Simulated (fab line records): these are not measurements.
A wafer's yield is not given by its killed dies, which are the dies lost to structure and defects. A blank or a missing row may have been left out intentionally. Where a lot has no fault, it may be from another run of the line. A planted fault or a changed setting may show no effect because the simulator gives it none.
The same fault as seen by 2 desks || flow gf180mcu || numbers are kept per desk, each desk with only its own; the story behind them comes last

## DESK OF THE TOOL OWNER: cmp-02
The tool's own readings at GF_CONTACT_CMP_04 (polishes SiO2): means of the sampled wafers that have a number, for each lot that ran on this tool. Any lot whose mean is over 4 standard deviations away from the usual mean is out of limits and marked OUT; that distance is given in the brackets.
Columns: A = edge_zone_pressure_frac at GF_CONTACT_CMP_04, usual 1.000; B = head_pressure_psi at GF_CONTACT_CMP_04, usual 4.000 psi; C = motor_current_A at GF_CONTACT_CMP_04, usual 12.8 A; D = slurry_filter_dp_kPa at GF_CONTACT_CMP_04, usual 13.49 kPa; E = slurry_flow_ml_min at GF_CONTACT_CMP_04, usual 150.0; F = time_to_endpoint_s at GF_CONTACT_CMP_04, usual 113 s
{"lot": "L498", "first seen here": "day 15 13:32", "A": 0.997, "B": 3.992, "C": 11.9, "D": 13.58, "E": 149.9, "F": 109}
{"lot": "L512", "first seen here": "day 20 06:27", "A": 0.999, "B": 4.000, "C": 12.0, "D": 13.62, "E": 150.1, "F": 107}
{"lot": "L515", "first seen here": "day 21 13:39", "A": 1.003, "B": 3.991, "C": 13.1, "D": 13.38, "E": 150.1, "F": 108}
{"lot": "L517", "first seen here": "day 22 00:31", "A": 1.001, "B": 4.004, "C": 11.9, "D": 13.70, "E": 150.4, "F": 115}
{"lot": "L519", "first seen here": "day 22 23:43", "A": 1.002, "B": 3.995, "C": 12.3, "D": 13.54, "E": 149.6, "F": 122}
{"lot": "L520", "first seen here": "day 23 01:23", "A": 0.997, "B": 4.008, "C": 12.2, "D": 13.58, "E": 149.9, "F": 111}
This desk found nothing out of limits on any of the 6 lots.

## THE METROLOGY DESK
Lot by lot, what the gauges showed, no matter which tool ran the lot: averages of those sampled wafers that carry a number. Any lot whose mean is over 4 standard deviations away from the usual mean is out of limits and marked OUT; that distance is given in the brackets.
Columns: A = SALICIDE_TIN_RS at GF_SALICIDE_RS_MEAS_04, usual 16.39 ohm/sq; B = CONTACT_OVL at GF_CONTACT_OVL_MEAS_15, usual 1 nm
{"lot": "L498", "first seen here": "day 15 12:39", "A": 16.12, "B": -1}
{"lot": "L500", "first seen here": "day 16 01:50", "A": 16.28, "B": 2}
{"lot": "L506", "first seen here": "day 18 02:03", "A": 16.63, "B": 3}
{"lot": "L507", "first seen here": "day 18 08:12", "A": 16.39, "B": -1}
{"lot": "L512", "first seen here": "day 20 05:44", "A": 16.02, "B": 3}
{"lot": "L514", "first seen here": "day 20 23:07", "A": 16.38, "B": -8}
{"lot": "L515", "first seen here": "day 21 12:56", "A": 16.73, "B": -2}
{"lot": "L517", "first seen here": "day 21 23:46", "A": 16.20, "B": -2}
{"lot": "L518", "first seen here": "day 22 05:34", "A": 16.33, "B": 7}
{"lot": "L519", "first seen here": "day 22 22:56", "A": 15.96, "B": -8}
{"lot": "L520", "first seen here": "day 23 00:19", "A": 16.34, "B": -3}
{"lot": "L521", "first seen here": "day 23 06:07", "A": 16.73, "B": 2}
This desk found nothing out of limits on any of the 12 lots.

## ALL TOGETHER
Nothing out of limits was seen by the tool owner's desk.
From the metrology desk's view, nothing was out of limits.

## WHAT WAS PUT IN BY THE SIMULATOR
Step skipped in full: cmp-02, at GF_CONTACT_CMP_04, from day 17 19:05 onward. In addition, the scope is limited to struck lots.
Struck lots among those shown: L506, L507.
